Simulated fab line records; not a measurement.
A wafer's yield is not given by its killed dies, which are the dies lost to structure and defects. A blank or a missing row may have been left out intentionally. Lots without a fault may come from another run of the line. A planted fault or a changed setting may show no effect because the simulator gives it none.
fab line records | flow gf180mcu | part 2 of 2: steps 34 to 45 of 45
record: lots: 5 | wafers: 15 | lastDay: 33
route steps=602 shown NWELL@46 LVPWELL@54 MVSD@66 MVPSD@78 VT_IMPLANT@90
lots that met no fault: from a run of the same line without faults
startH: the number of hours between the record's first day and the start of the first shown wafer of the lot | waitH: hours elapsed since this lot's preceding step | " repeats the value in the row above | L1.1+2: several wafers, shown together as one row | - no value, or no start was given | * or withheld: withheld | < > ~ a bound
route shown NAME@n: NAME is a module with steps in the file, n the number in the route of the first one | usual: mean/standard deviation taken from wafers without a fault | same: alike in all rows | chamber/n: place in a boat | sites: each site's reading | _std_site: the standard deviation of these | _edge_site: mean of outer sites minus mean of inner sites | radiusMm: how far each site lies from the wafer's centre | mask NAME#n: copy n | behind: tool/chamber where the wafer was last shaped | hold: the reason the lot was held/the length of the hold in hours/how it ended | device: transistor that didn't switch, given as n, p or np | end of line: tests run on the same wafers once the route is complete | where a step has no rows: the recipe by itself | killed: at the first sort, the dies lost to defects and structure; wafer yield is something else | map: shows each die of a wafer: x if killed, . if not, _ if none is there
set.NAME: the run value of the setting; set.NAME@STEP: its run value at that earlier step | model.NAME: the simulator's own value behind a step, which no gauge read
lots at selected steps of the route; one table per step, one row per wafer
services: when a tool's chamber went out of use (startH, in hours from the record's first day, below 0 if earlier), for how many hours, and the reason
== steps ==
step: GF_MVPSD_HMDS_01
recipe: primeTimeS: 60 | primeTempC: 120
same: primeTimeS: 60
lot.wafer  | tool          | chamber | startH | waitH
L075.1+2+6 | lithoTrack-03 | 0       | 95.91  | 0.1
L077.2+4+5 | lithoTrack-02 | 0       | 109.13 | 0.1
L083.1+3+6 | lithoTrack-03 | 0       | 142.36 | 0.1
L090.1+3+6 | lithoTrack-02 | 0       | 184.80 | 0.1
L092.1+2+6 | lithoTrack-03 | 0       | 197.71 | 0.1
step: GF_MVPSD_COAT_02
recipe: spinRpm: 2000 | resistThkNm: 3000
usual: spinSpeedRpm: 2000.2/1.5
lot.wafer | tool          | chamber | startH | waitH | spinSpeedRpm
L075.1    | lithoTrack-03 | 0       | 96.06  | 0.1   | 1999.2
L075.2    | "             | 0       | "      | "     | 1999.6
L075.6    | "             | 0       | "      | "     | 2000.1
L077.2    | lithoTrack-02 | 0       | 109.28 | 0.1   | 2000.6
L077.4    | "             | 0       | "      | "     | 2003.9
L077.5    | "             | 0       | "      | "     | 2000.4
L083.1    | lithoTrack-03 | 0       | 142.51 | 0.1   | 1998.8
L083.3    | "             | 0       | "      | "     | 1999.2
L083.6    | "             | 0       | "      | "     | 1997.8
L090.1    | lithoTrack-02 | 0       | 184.95 | 0.1   | 1998.0
L090.3    | "             | 0       | "      | "     | 2000.0
L090.6    | "             | 0       | "      | "     | 2001.8
L092.1    | lithoTrack-03 | 0       | 197.86 | 0.1   | 1998.9
L092.2    | "             | 0       | "      | "     | 1999.1
L092.6    | "             | 0       | "      | "     | 1999.0
step: GF_MVPSD_SOFTBAKE_03
recipe: tempC: 110 | timeS: withheld
lot.wafer  | tool          | chamber | startH | waitH
L075.1+2+6 | lithoTrack-03 | 0       | 96.21  | 0.1
L077.2+4+5 | lithoTrack-02 | 0       | 109.44 | 0.1
L083.1+3+6 | lithoTrack-03 | 0       | 142.66 | 0.1
L090.1+3+6 | lithoTrack-02 | 0       | 185.10 | 0.1
L092.1+2+6 | lithoTrack-03 | 0       | 198.01 | 0.1
step: GF_MVPSD_EXPOSE_04
recipe: maskId: MVPSD | targetCdNm: 1000 | na: 0.6 | sourceShape: conventional | sigmaOuter: 0.6 | doseMj: 260
usual: reticleTempC: 22.96/0.094
same: na: 0.6
lot.wafer | tool            | chamber | startH | waitH | mask    | reticleTempC
L075.1    | ilineStepper-02 | 0       | -      | -     | MVPSD#0 | 22.78
L075.2    | "               | 0       | "      | "     | MVPSD#0 | 22.96
L075.6    | "               | 0       | "      | "     | MVPSD#0 | 22.84
L077.2    | ilineStepper-02 | 0       | -      | -     | MVPSD#0 | 23.12
L077.4    | "               | 0       | "      | "     | MVPSD#0 | 22.93
L077.5    | "               | 0       | "      | "     | MVPSD#0 | 23.01
L083.1    | ilineStepper-02 | 0       | -      | -     | MVPSD#0 | 23.05
L083.3    | "               | 0       | "      | "     | MVPSD#0 | 22.86
L083.6    | "               | 0       | "      | "     | MVPSD#0 | 22.98
L090.1    | ilineStepper-02 | 0       | -      | -     | MVPSD#0 | 22.96
L090.3    | "               | 0       | "      | "     | MVPSD#0 | 23.06
L090.6    | "               | 0       | "      | "     | MVPSD#0 | 23.12
L092.1    | ilineStepper-02 | 0       | -      | -     | MVPSD#0 | 22.85
L092.2    | "               | 0       | "      | "     | MVPSD#0 | 22.89
L092.6    | "               | 0       | "      | "     | MVPSD#0 | 22.92
step: GF_MVPSD_PEB_05
recipe: tempC: 115 | timeS: withheld
lot.wafer  | tool          | chamber | startH | waitH
L075.1+2+6 | lithoTrack-01 | 0       | -      | -
L077.2+4+5 | lithoTrack-02 | 0       | -      | -
L083.1+3+6 | lithoTrack-02 | 0       | -      | -
L090.1+3+6 | lithoTrack-01 | 0       | -      | -
L092.1+2+6 | lithoTrack-01 | 0       | -      | -
step: GF_MVPSD_DEVELOP_06
recipe: wallAngleDeg: 90 | developTimeS: 60 | devTempC: 23
lot.wafer  | tool          | chamber | startH | waitH
L075.1+2+6 | lithoTrack-01 | 0       | -      | -
L077.2+4+5 | lithoTrack-02 | 0       | -      | -
L083.1+3+6 | lithoTrack-02 | 0       | -      | -
L090.1+3+6 | lithoTrack-01 | 0       | -      | -
L092.1+2+6 | lithoTrack-01 | 0       | -      | -
step: GF_MVPSD_OVL_MEAS_07
usual: MVPSD_OVL: 0.5/1.5
lot.wafer | tool       | chamber | startH | waitH | MVPSD_OVL[nm]
L075.1    | overlay-01 | -       | 102.62 | -     | 0.9
L075.2    | "          | -       | "      | "     | 0.3
L075.6    | "          | -       | "      | "     | 0.7
L077.2    | overlay-01 | -       | 116.26 | -     | -0.3
L077.4    | "          | -       | "      | "     | -3.3
L077.5    | "          | -       | "      | "     | -0.7
L083.1    | overlay-01 | -       | 149.76 | -     | -3.0
L083.3    | "          | -       | "      | "     | -3.4
L083.6    | "          | -       | "      | "     | -1.1
L090.1    | overlay-02 | -       | 193.57 | -     | -0.2
L090.3    | "          | -       | "      | "     | 3.2
L090.6    | "          | -       | "      | "     | 1.1
L092.1    | overlay-01 | -       | 206.67 | -     | 1.2
L092.2    | "          | -       | "      | "     | -0.4
L092.6    | "          | -       | "      | "     | -0.8
step: GF_MVPSD_IMPLANT_08
recipe: species: B | energyKev: 170 | doseCm2: 1.5e+13 | tiltDeg: 0
lot.wafer  | tool         | chamber | startH | waitH
L075.1+2+6 | implanter-04 | 0       | 102.66 | 0.0
L077.2+4+5 | implanter-04 | 0       | 116.32 | 0.0
L083.1+3+6 | implanter-04 | 0       | 149.79 | 0.0
L090.1+3+6 | implanter-04 | 0       | 193.60 | 0.0
L092.1+2+6 | implanter-01 | 0       | 206.70 | 0.0
step: GF_MVPSD_IMPLANT_09
recipe: species: B | energyKev: 40 | doseCm2: 5e+12 | tiltDeg: 0
lot.wafer  | tool         | chamber | startH | waitH
L075.1+2+6 | implanter-04 | 0       | 102.81 | 0.1
L077.2+4+5 | implanter-04 | 0       | 116.47 | 0.1
L083.1+3+6 | implanter-04 | 0       | 149.94 | 0.1
L090.1+3+6 | implanter-04 | 0       | 193.75 | 0.1
L092.1+2+6 | implanter-01 | 0       | 206.85 | 0.1
step: GF_MVPSD_STRIP_10
recipe: chemistry: O2/N2 | powerW: 1400 | pressureMtorr: 1500 | platenTempC: 250 | o2FlowSccm: 3000 | n2FlowSccm: 300 | overashFraction: 0.5
usual: drypumpMotorCurrentA: 5.94/0.28 | heaterPowerW: 304/19 | n2FlowSccm: 300.0/1.1 | oesProductAu: 0.723/0.0046 | stripTimeToEndpointS: 37.00/0.088
lot.wafer | tool           | chamber | startH | waitH | drypumpMotorCurrentA | heaterPowerW | n2FlowSccm | oesProductAu | rfHoursCounterH | stripTimeToEndpointS
L075.1    | plasmaAsher-02 | 0       | 102.96 | 0.1   | 6.49                 | 340          | 300.9      | 0.729        | 28              | 37.11
L075.2    | "              | 1       | "      | "     | 5.74                 | 302          | 298.3      | 0.726        | 28              | 37.03
L075.6    | "              | 0       | "      | "     | 6.46                 | 332          | 300.3      | 0.727        | -               | 37.06
L077.2    | plasmaAsher-02 | 1       | 116.59 | 0.1   | 5.72                 | 315          | 300.4      | 0.726        | 30              | 36.91
L077.4    | "              | 0       | "      | "     | 6.42                 | 329          | 298.9      | 0.722        | -               | 36.82
L077.5    | "              | 1       | "      | "     | 5.73                 | 311          | 300.9      | 0.715        | -               | 36.81
L083.1    | plasmaAsher-03 | 1       | 150.09 | 0.1   | 5.84                 | 284          | 299.9      | 0.730        | 4               | 36.99
L083.3    | "              | 0       | "      | "     | 5.79                 | 278          | 300.8      | 0.726        | -               | 37.08
L083.6    | "              | 1       | "      | "     | 5.85                 | 287          | 299.4      | 0.720        | -               | 36.90
L090.1    | plasmaAsher-01 | 1       | 193.90 | 0.1   | 6.10                 | 318          | 301.9      | 0.720        | 50              | 36.91
L090.3    | "              | 0       | "      | "     | 5.69                 | 313          | 300.1      | 0.720        | -               | 37.05
L090.6    | "              | 0       | "      | "     | 5.69                 | 314          | 299.6      | 0.725        | -               | 36.97
L092.1    | plasmaAsher-01 | 1       | 207.00 | 0.1   | 6.13                 | 318          | 299.4      | 0.717        | 52              | 37.06
L092.2    | "              | 0       | "      | "     | 5.71                 | 304          | 301.5      | 0.722        | 52              | 37.10
L092.6    | "              | 0       | "      | "     | 5.68                 | 312          | 301.0      | 0.722        | -               | 37.07
step: GF_MVPSD_TW_MEAS_11
usual: MVPSD_TW: 555.6/2.8
lot.wafer | tool         | chamber | startH | waitH | MVPSD_TW
L075.1    | filmMetro-04 | -       | 103.06 | 0.1   | 559.1
L075.2    | "            | -       | "      | "     | 562.6
L075.6    | "            | -       | "      | "     | 562.2
L077.2    | filmMetro-02 | -       | 116.70 | 0.1   | 555.1
L077.4    | "            | -       | "      | "     | 554.0
L077.5    | "            | -       | "      | "     | 558.3
L083.1    | filmMetro-02 | -       | 150.19 | 0.1   | 555.5
L083.3    | "            | -       | "      | "     | 554.3
L083.6    | "            | -       | "      | "     | 554.4
L090.1    | filmMetro-04 | -       | 194.00 | 0.1   | 553.2
L090.3    | "            | -       | "      | "     | 554.7
L090.6    | "            | -       | "      | "     | 558.9
L092.1    | filmMetro-01 | -       | 207.10 | 0.1   | 551.7
L092.2    | "            | -       | "      | "     | 553.5
L092.6    | "            | -       | "      | "     | 551.7
step: GF_VT_IMPLANT_DEHYDRATE_00
recipe: tempC: 200 | timeS: 60
lot.wafer  | tool          | chamber | startH | waitH
L075.1+2+6 | lithoTrack-01 | 0       | 109.67 | 6.6
L077.2+4+5 | lithoTrack-04 | 0       | 123.35 | 6.6
L083.1+3+6 | lithoTrack-03 | 0       | 157.41 | 7.2
L090.1+3+6 | lithoTrack-03 | 0       | 201.76 | 7.7
L092.1+2+6 | lithoTrack-04 | 0       | 214.92 | 7.8
== services ==
tool            | chamber | startH | hours | kind
implanter-04    | -       | 35.90  | 4.0   | pm
plasmaAsher-04  | -       | 54.30  | 3.4   | repair
implanter-03    | -       | 57.00  | 1.0   | repair
implanter-03    | -       | 71.08  | 9.2   | repair
plasmaAsher-04  | -       | 91.55  | 2.8   | pm
plasmaAsher-03  | -       | 96.24  | 3.5   | repair
implanter-04    | -       | 99.57  | 2.7   | pm
plasmaAsher-01  | -       | 108.28 | 1.5   | repair
plasmaAsher-03  | -       | 108.75 | 9.0   | pm
implanter-01    | -       | 115.23 | 20.5  | repair
lithoTrack-02   | -       | 118.69 | -     | consumableReplace:filter
plasmaAsher-01  | -       | 129.19 | 14.6  | pm
ilineStepper-01 | -       | 130.89 | 3.9   | repair
ilineStepper-02 | -       | 136.80 | 1.7   | pm
ilineStepper-02 | -       | 138.85 | 2.9   | repair
plasmaAsher-02  | -       | 143.15 | 1.8   | repair
implanter-02    | -       | 147.76 | 2.5   | pm
plasmaAsher-01  | -       | 152.00 | 2.6   | repair
plasmaAsher-01  | -       | 157.12 | 1.5   | repair
implanter-02    | -       | 163.46 | 3.8   | pm
ilineStepper-02 | -       | 168.55 | 8.9   | pm
implanter-04    | -       | 173.27 | 14.0  | pm
plasmaAsher-03  | -       | 200.36 | 1.5   | repair
implanter-01    | -       | 209.05 | 1.0   | repair
